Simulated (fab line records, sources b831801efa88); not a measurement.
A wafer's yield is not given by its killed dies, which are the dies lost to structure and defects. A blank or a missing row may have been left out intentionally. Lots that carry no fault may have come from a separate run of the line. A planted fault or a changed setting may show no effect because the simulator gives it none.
Struck lot and sound lot, side by side | flow sky130 | 17 out of 708 route steps
Sound: these wafers, L687.2, L687.3, L687.5. The struck wafers were L697.1, L697.2, L697.6. The cause is named last.
Per side, at each step with rows, come the tool, then ch with its chambers, and then its first start. Under that, the readings that differ: sound wafers | struck wafers | difference of the means | sigmas: that difference in standard deviations of wafers without a fault.
alike: words and numbers the same on both sides, and readings whose means are apart by under 2 such deviations; not compared: readings that were withheld, readings missing a value for some wafer, numbers with overlapping values and no deviation given by the record, and bounds like >300 which may hide the same value.
A row with sigmas, a row that says differs or no value, or rows on one side alone: a step with any of these is where the two part. Non-overlapping numbers with no deviation appear without sigmas and do not part them. A reading that every wafer of one side lacks parts them only if that side has two wafers or more.

SKY_METAL2_THK_MEAS_06: measures by xrf.
  sound on film-metro-03 at day 34 10:48; struck on film-metro-01 at day 37 19:55
  alike: METAL2_ALCU_THK
then, 8 steps without rows for these wafers: SKY_METAL2_DEHYDRATE_07 (time 60 s); SKY_METAL2_HMDS_08 (prime time 60 s); SKY_METAL2_COAT_09 (resist thk 60 nm); SKY_METAL2_COAT_10 (resist thk 450 nm); SKY_METAL2_SOFTBAKE_11 (time 90 s); SKY_METAL2_EXPOSE_12 (exposes mask MM2, target cd 140 nm); SKY_METAL2_PEB_13; SKY_METAL2_DEVELOP_14 (develop time 61.34 s).
SKY_METAL2_CD_MEAS_15 targets a cd of 140 nm.
  sound on cd-sem-01 at day 35 12:07; struck on cd-sem-01 at day 38 20:54
  alike: cd-nm
SKY_METAL2_OVL_MEAS_16:
  sound on overlay-02 at day 35 12:13; struck on overlay-02 at day 38 21:01
  alike: METAL2_OVL
SKY_METAL2_DESCUM_17: chemistry O2, time 8 s.
  sound on rie-metal-02 ch 0,1, day 35 12:15; struck on rie-metal-01 ch 0,1, day 38 21:03
  alike: drypump-motor-current-A, oes-product-au
  not compared: rf-hours-counter-h
SKY_METAL2_ETCH_18: etches BARC in N2/H2, stops on SiO2, time 45.9 s, target depth 60 nm.
  sound on rie-metal-02 ch 0,1, day 35 12:17; struck on rie-metal-01 ch 0,1, day 38 21:05
  reading                                       | sound             | struck            | difference | sigmas
  model.KrF-thick_of_METAL2_COAT_10.thk-nm (nm) | 396.2 394.7 394.6 | 368.5 366.2 367.1 | -27.9      |
  model.METAL2.cd-nm (nm)                       | 140.4 141.5 139.1 | 136.6 136.2 135.9 | -4.1       |
  alike: drypump-motor-current-A, oes-product-au, throttle-valve-pct
  not compared: rf-hours-counter-h
SKY_METAL2_METAL_ETCH_19: etches the open film in Cl2/BCl3, stops on SiO2, target depth 360 nm, time 78 s.
  sound on rie-metal-02 ch 0,1, day 35 12:20; struck on rie-metal-01 ch 0,1, day 38 21:09
  reading                                       | sound             | struck            | difference | sigmas
  model.KrF-thick_of_METAL2_COAT_10.thk-nm (nm) | 160.4 161.7 160.3 | 131.7 128.2 129.3 | -31.1      |
  model.METAL2.cd-nm (nm)                       | 140.9 141 138.2   | 137.1 135.8 135.8 | -3.8       |
  alike: drypump-motor-current-A, oes-product-au, throttle-valve-pct
  not compared: rf-hours-counter-h
SKY_METAL2_STRIP_20: strips in O2/N2.
  sound on plasma-asher-03 ch 1, day 35 12:26; struck on plasma-asher-04 ch 0,1, day 38 21:14
  reading                      | sound             | struck            | difference | sigmas
  oes-product-au (a.u.)        | 0.346 0.337 0.343 | 0.327 0.332 0.330 | -0.012     | -3
  strip-time-to-endpoint-s (s) | 2.73 2.73 2.69    | 2.42 2.34 2.37    | -0.34      | -10
  alike: drypump-motor-current-A
  not compared: rf-hours-counter-h
then, 1 step without rows for these wafers: SKY_METAL2_STRIP_21 (strips in post etch residue remover, time 1200 s).
-- the record jumps here: 10 days lie between the struck wafers' starts before and after (it left off in module METAL2 and takes up again in module PAD_OPEN, whose first step shown is number 708 of the route) --
SKY_PAD_OPEN_PROBE_99:
  sound on prober-02 at day 46 05:50; struck on prober-02 at day 48 14:53
  reading                        | sound  | struck              | difference | sigmas
  model.etest.met2.width-nm (nm) | 141.8  | 139.3 135 133.4     | -5.9       |
  model.etest.met2.line-ohm-um   | 0.9123 | 0.9307 0.969 0.9787 | +0.0472    |
  alike: defect-limited-yield, killed_at_M0_to_M3, killed_at_M4_up, killed-at-contacts, killed-at-front-end, killed-at-other, killed-dies, killed-open, killed-short, sort_bin_3_pad_short, sort_bin_5_function, sort_bin_6_memory, sort-n-pass, sort-yield-pct

== WHERE THEY PART ==
SKY_METAL2_STRIP_20 only, going by this record. Later steps at which nothing parts them and some readings are alike: SKY_PAD_OPEN_PROBE_99.

WHY: what had been put in by the simulator
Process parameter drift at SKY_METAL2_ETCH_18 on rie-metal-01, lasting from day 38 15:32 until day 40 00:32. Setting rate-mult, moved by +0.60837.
